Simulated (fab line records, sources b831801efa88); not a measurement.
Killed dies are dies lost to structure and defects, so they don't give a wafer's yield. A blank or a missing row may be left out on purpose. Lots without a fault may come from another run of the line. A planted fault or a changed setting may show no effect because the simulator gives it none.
Which tool did it? | flow gf180mcu | 12 lots, 36 wafers sampled, at 3 steps of a route of 602

WHAT THE GAUGES READ, wafer by wafer
GF_MIM_THK_MEAS_11: measures by xrf.
lot  | measured     | on            | MIM_ALCU_THK (nm)
L442 | day 24 12:20 | film_metro-01 | 196.6 193.7 196.0
L444 | day 25 07:07 | film_metro-01 | 200.2 201.0 200.5
L445 | day 25 18:39 | film_metro-04 | 195.0 195.0 196.0
L446 | day 26 02:09 | film_metro-01 | 195.9 194.6 196.1
L450 | day 27 04:33 | film_metro-03 | 199.8 202.4 199.1
L457 | day 29 07:32 | film_metro-04 | 192.9 193.8 195.3
L459 | day 29 20:14 | film_metro-03 | 198.2 195.0 198.5
L460 | day 30 07:20 | film_metro-03 | 196.8 198.2 196.3
L461 | day 30 14:00 | film_metro-04 | 197.7 196.3 197.6
L462 | day 30 20:57 | film_metro-01 | 195.5 198.5 198.5
L463 | day 30 21:05 | film_metro-04 | 199.7 195.5 197.9
L464 | day 31 02:25 | film_metro-01 | 195.1 195.3 197.9

WHICH TOOL RAN EACH LOT (tool, then ch and the chambers of the sampled wafers, then the start)
lot  | GF_M4_SPUTTER_02             | GF_MIM_SPUTTER_00
L442 | pvd_sputter-02, day 22 11:42 | pvd_sputter-04, day 24 11:47
L444 | pvd_sputter-03, day 23 07:55 | pvd_sputter-04, day 25 06:34
L445 | pvd_sputter-03, day 23 19:07 | pvd_sputter-02, day 25 18:07
L446 | pvd_sputter-02, day 24 02:29 | pvd_sputter-01, day 26 01:37
L450 | pvd_sputter-03, day 25 06:59 | pvd_sputter-01, day 27 04:01
L457 | pvd_sputter-02, day 27 12:40 | pvd_sputter-04, day 29 06:59
L459 | pvd_sputter-02, day 28 01:27 | pvd_sputter-01, day 29 19:42
L460 | pvd_sputter-03, day 28 13:20 | pvd_sputter-04, day 30 06:47
L461 | pvd_sputter-03, day 28 20:58 | pvd_sputter-01, day 30 13:28
L462 | pvd_sputter-04, day 29 03:48 | pvd_sputter-04, day 30 20:25
L463 | pvd_sputter-02, day 29 04:10 | pvd_sputter-01, day 30 20:34
L464 | pvd_sputter-03, day 29 09:26 | pvd_sputter-02, day 31 01:53
- GF_M4_SPUTTER_02: material AlCu, target thk 450 nm, time 23.9 s.
- GF_MIM_SPUTTER_00: material Ti, target thk 37.5 nm, time 150 s.

WHAT THE TOOLS THEMSELVES READ (means of the sampled wafers that have a number; where no wafer has one, the mark that the record gives instead)
GF_M4_SPUTTER_02.
lot  | tool           | chamber_pressure_pa (Pa) | throttle_valve_pct (%)
L442 | pvd_sputter-02 | 0.3998                   | 29.6
L444 | pvd_sputter-03 | 0.4001                   | 28.5
L445 | pvd_sputter-03 | 0.3996                   | 29.7
L446 | pvd_sputter-02 | 0.4005                   | 29.5
L450 | pvd_sputter-03 | 0.4001                   | 30.3
L457 | pvd_sputter-02 | 0.4008                   | 29.7
L459 | pvd_sputter-02 | 0.3992                   | 29.4
L460 | pvd_sputter-03 | 0.4004                   | 29.0
L461 | pvd_sputter-03 | 0.4002                   | 29.0
L462 | pvd_sputter-04 | 0.3997                   | 29.2
L463 | pvd_sputter-02 | 0.4002                   | 29.7
L464 | pvd_sputter-03 | 0.3999                   | 28.5

GF_MIM_SPUTTER_00.
lot  | tool           | chamber_pressure_pa (Pa) | throttle_valve_pct (%)
L442 | pvd_sputter-04 | 2.002                    | 30.2
L444 | pvd_sputter-04 | 2.001                    | 29.4
L445 | pvd_sputter-02 | 2.000                    | 29.3
L446 | pvd_sputter-01 | 2.000                    | 30.7
L450 | pvd_sputter-01 | 1.998                    | 30.3
L457 | pvd_sputter-04 | 2.001                    | 30.2
L459 | pvd_sputter-01 | 2.001                    | 30.3
L460 | pvd_sputter-04 | 2.001                    | 30.8
L461 | pvd_sputter-01 | 1.998                    | 29.9
L462 | pvd_sputter-04 | 2.000                    | 29.8
L463 | pvd_sputter-01 | 1.999                    | 30.5
L464 | pvd_sputter-02 | 2.001                    | 29.3

THE ANSWER, worked out from the rows above alone
Rule: what is usual is taken from the lots themselves. Put in order of their means at a reading, lots are off if they are a third of the lots or fewer, leave a main group of 4 or more, and stand apart from it by a gap of 3 or more times the standard deviation of the main group's means; of several such gaps the widest counts. A main group whose means are all the same, to the digits that the tables above print for the reading, isn't used. A lot without any number at a reading at which 4 lots or more have one is off too. The other lots that the step has rows for count as sound. The gauges are gone through in route order, then the tools' own readings, and for those a lot's mean is taken as printed above. The first step at which some lot is off is used, and at that step the reading that is off furthest; a lot without a number counts as furthest.
No lot is off at any reading shown: from this, nothing can be told.

WHAT THE SIMULATOR HAD PUT IN
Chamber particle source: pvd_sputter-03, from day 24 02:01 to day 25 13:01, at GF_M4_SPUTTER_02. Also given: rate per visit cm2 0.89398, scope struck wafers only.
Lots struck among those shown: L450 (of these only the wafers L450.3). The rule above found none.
